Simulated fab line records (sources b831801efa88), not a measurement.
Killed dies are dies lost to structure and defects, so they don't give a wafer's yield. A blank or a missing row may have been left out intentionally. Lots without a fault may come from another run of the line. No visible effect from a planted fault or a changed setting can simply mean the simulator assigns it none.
The tool behind it: which one? :: flow sky130 :: Sampling: 12 lots, 36 wafers, 4 of 708 route steps

## WHAT THE GAUGES READ, wafer by wafer
SKY_NWELL_OVL_MEAS_23.
lot: L642
measured: day 6 04:25
on: overlay-01
NWELL_01_OVL (nm): 3.4 2.4 2.8

lot: L643
measured: day 6 11:32
on: overlay-02
NWELL_01_OVL (nm): 2.3 2.9 3.3

lot: L644
measured: day 6 15:25
on: overlay-02
NWELL_01_OVL (nm): 0.5 -1.3 -0.8

lot: L645
measured: day 6 22:52
on: overlay-01
NWELL_01_OVL (nm): 0.0 0.6 -0.2

lot: L647
measured: day 7 07:19
on: overlay-01
NWELL_01_OVL (nm): 2.5 1.6 2.9

lot: L649
measured: day 8 02:44
on: overlay-02
NWELL_01_OVL (nm): -0.1 -0.7 0.8

lot: L650
measured: day 8 08:37
on: overlay-01
NWELL_01_OVL (nm): 0.4 0.6 1.0

lot: L651
measured: day 8 14:49
on: overlay-01
NWELL_01_OVL (nm): 1.9 1.6 1.5

lot: L653
measured: day 8 23:22
on: overlay-02
NWELL_01_OVL (nm): -1.6 -0.7 -0.5

lot: L657
measured: day 9 23:59
on: overlay-02
NWELL_01_OVL (nm): -1.0 0.6 -0.7

lot: L658
measured: day 10 03:07
on: overlay-01
NWELL_01_OVL (nm): -0.2 2.4 0.6

lot: L660
measured: day 10 13:07
on: overlay-01
NWELL_01_OVL (nm): 1.1 0.7 3.0

SKY_NWELL_TW_MEAS_26.
lot: L642
measured: day 6 04:43
on: film_metro-03
NWELL_2_TW: 496 498 496

lot: L643
measured: day 6 11:50
on: film_metro-01
NWELL_2_TW: 494 493 493

lot: L644
measured: day 6 15:43
on: film_metro-03
NWELL_2_TW: 497 497 499

lot: L645
measured: day 6 23:09
on: film_metro-03
NWELL_2_TW: 499 499 497

lot: L647
measured: day 7 07:37
on: film_metro-02
NWELL_2_TW: 485 489 486

lot: L649
measured: day 8 03:02
on: film_metro-01
NWELL_2_TW: 499 497 498

lot: L650
measured: day 8 08:53
on: film_metro-01
NWELL_2_TW: 496 496 497

lot: L651
measured: day 8 15:07
on: film_metro-02
NWELL_2_TW: 487 492 489

lot: L653
measured: day 8 23:40
on: film_metro-01
NWELL_2_TW: 498 496 496

lot: L657
measured: day 10 00:17
on: film_metro-02
NWELL_2_TW: 487 490 490

lot: L658
measured: day 10 03:25
on: film_metro-01
NWELL_2_TW: 493 489 488

lot: L660
measured: day 10 13:25
on: film_metro-03
NWELL_2_TW: 500 497 499

## WHAT TOOL EACH LOT RAN ON (gives the tool, then ch and the chambers of the sampled wafers, and finally the start)
lot: L642
SKY_NWELL_COAT_18: litho_track-03 ch 0, day 5 19:34
SKY_NWELL_STRIP_25: plasma_asher-04 ch 0,1, day 6 04:37

lot: L643
SKY_NWELL_COAT_18: litho_track-04 ch 0, day 6 02:40
SKY_NWELL_STRIP_25: plasma_asher-03 ch 0,1, day 6 11:44

lot: L644
SKY_NWELL_COAT_18: litho_track-02 ch 0, day 6 05:52
SKY_NWELL_STRIP_25: plasma_asher-02 ch 0,1, day 6 15:37

lot: L645
SKY_NWELL_COAT_18: litho_track-03 ch 0, day 6 13:41
SKY_NWELL_STRIP_25: plasma_asher-04 ch 0,1, day 6 23:02

lot: L647
SKY_NWELL_COAT_18: litho_track-03 ch 0, day 6 21:31
SKY_NWELL_STRIP_25: plasma_asher-02 ch 0,1, day 7 07:31

lot: L649
SKY_NWELL_COAT_18: litho_track-03 ch 0, day 7 16:04
SKY_NWELL_STRIP_25: plasma_asher-02 ch 0,1, day 8 02:56

lot: L650
SKY_NWELL_COAT_18: litho_track-04 ch 0, day 7 21:34
SKY_NWELL_STRIP_25: plasma_asher-04 ch 0,1, day 8 08:47

lot: L651
SKY_NWELL_COAT_18: litho_track-03 ch 0, day 8 03:44
SKY_NWELL_STRIP_25: plasma_asher-03 ch 0,1, day 8 15:01

lot: L653
SKY_NWELL_COAT_18: litho_track-03 ch 0, day 8 12:49
SKY_NWELL_STRIP_25: plasma_asher-02 ch 0,1, day 8 23:34

lot: L657
SKY_NWELL_COAT_18: litho_track-04 ch 0, day 9 13:04
SKY_NWELL_STRIP_25: plasma_asher-04 ch 0,1, day 10 00:11

lot: L658
SKY_NWELL_COAT_18: litho_track-04 ch 0, day 9 15:52
SKY_NWELL_STRIP_25: plasma_asher-03 ch 0,1, day 10 03:19

lot: L660
SKY_NWELL_COAT_18: litho_track-02 ch 0, day 10 02:28
SKY_NWELL_STRIP_25: plasma_asher-03 ch 0,1, day 10 13:19
- SKY_NWELL_COAT_18: resist thk 3000 nm.
- SKY_NWELL_STRIP_25: strips in O2/N2.

## WHAT THE TOOLS THEMSELVES READ (means of the sampled wafers that have a number; where no wafer has one, the mark that the record gives instead)
SKY_NWELL_STRIP_25.
lot: L642
tool: plasma_asher-04
chamber_pressure_mTorr (mTorr): 1500.2
drypump_motor_current_A (A): 5.7
oes_product_au (a.u.): 0.716
strip_time_to_endpoint_s (s): 36.90

lot: L643
tool: plasma_asher-03
chamber_pressure_mTorr (mTorr): 1499.6
drypump_motor_current_A (A): 5.4
oes_product_au (a.u.): 0.725
strip_time_to_endpoint_s (s): 36.89

lot: L644
tool: plasma_asher-02
chamber_pressure_mTorr (mTorr): 1500.7
drypump_motor_current_A (A): 5.4
oes_product_au (a.u.): 0.718
strip_time_to_endpoint_s (s): 36.93

lot: L645
tool: plasma_asher-04
chamber_pressure_mTorr (mTorr): 1499.9
drypump_motor_current_A (A): 5.7
oes_product_au (a.u.): 0.718
strip_time_to_endpoint_s (s): 36.86

lot: L647
tool: plasma_asher-02
chamber_pressure_mTorr (mTorr): 1499.2
drypump_motor_current_A (A): 5.5
oes_product_au (a.u.): 0.721
strip_time_to_endpoint_s (s): 36.90

lot: L649
tool: plasma_asher-02
chamber_pressure_mTorr (mTorr): 1501.5
drypump_motor_current_A (A): 5.4
oes_product_au (a.u.): 0.722
strip_time_to_endpoint_s (s): 36.95

lot: L650
tool: plasma_asher-04
chamber_pressure_mTorr (mTorr): 1500.6
drypump_motor_current_A (A): 5.3
oes_product_au (a.u.): 0.717
strip_time_to_endpoint_s (s): 36.89

lot: L651
tool: plasma_asher-03
chamber_pressure_mTorr (mTorr): 1498.7
drypump_motor_current_A (A): 5.6
oes_product_au (a.u.): 0.716
strip_time_to_endpoint_s (s): 12.89

lot: L653
tool: plasma_asher-02
chamber_pressure_mTorr (mTorr): 1500.0
drypump_motor_current_A (A): 5.5
oes_product_au (a.u.): 0.717
strip_time_to_endpoint_s (s): 12.87

lot: L657
tool: plasma_asher-04
chamber_pressure_mTorr (mTorr): 1500.9
drypump_motor_current_A (A): 5.7
oes_product_au (a.u.): 0.718
strip_time_to_endpoint_s (s): 37.00

lot: L658
tool: plasma_asher-03
chamber_pressure_mTorr (mTorr): 1500.7
drypump_motor_current_A (A): 5.3
oes_product_au (a.u.): 0.723
strip_time_to_endpoint_s (s): 36.90

lot: L660
tool: plasma_asher-03
chamber_pressure_mTorr (mTorr): 1499.8
drypump_motor_current_A (A): 5.3
oes_product_au (a.u.): 0.720
strip_time_to_endpoint_s (s): 36.79

## THE ANSWER, worked out from the rows above alone
Rule: the lots themselves supply what counts as usual. Put in order of their means at a reading, lots are off if they are a third of the lots or fewer, leave a main group of 4 or more, and stand apart from it by a gap of 3 or more times the standard deviation of the main group's means; of several such gaps the widest counts. If all means in a main group match to the digits the tables above print for the reading, that group is not used. Also off: a lot with no number at a reading for which 4 or more lots have one. The other lots that the step has rows for count as sound. First the gauges in route order, then the tools' own readings, where a lot's mean is used as printed above. The first step at which some lot is off is used, and at that step the reading that is off furthest; a lot without a number counts as furthest.
Off: L651, L653 (SKY_NWELL_STRIP_25, strip_time_to_endpoint_s). Mean 36.90 s and standard deviation 0.052 in the main group.
If a tool, at that step or one of the process steps before it, ran each lot that is off and ran no sound lot following the first of them, it fits. One fits: litho_track-03 at SKY_NWELL_COAT_18. A fault onset in the window from L649 (day 7 16:04, its last sound lot) to L651 (day 8 03:44, its first lot off) fits.

## WHAT THE SIMULATOR HAD INSERTED
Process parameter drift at SKY_NWELL_COAT_18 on litho_track-03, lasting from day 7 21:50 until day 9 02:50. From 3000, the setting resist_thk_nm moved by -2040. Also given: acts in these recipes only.
Shown lots that were struck: L651, L653. The same result came from the rule above.
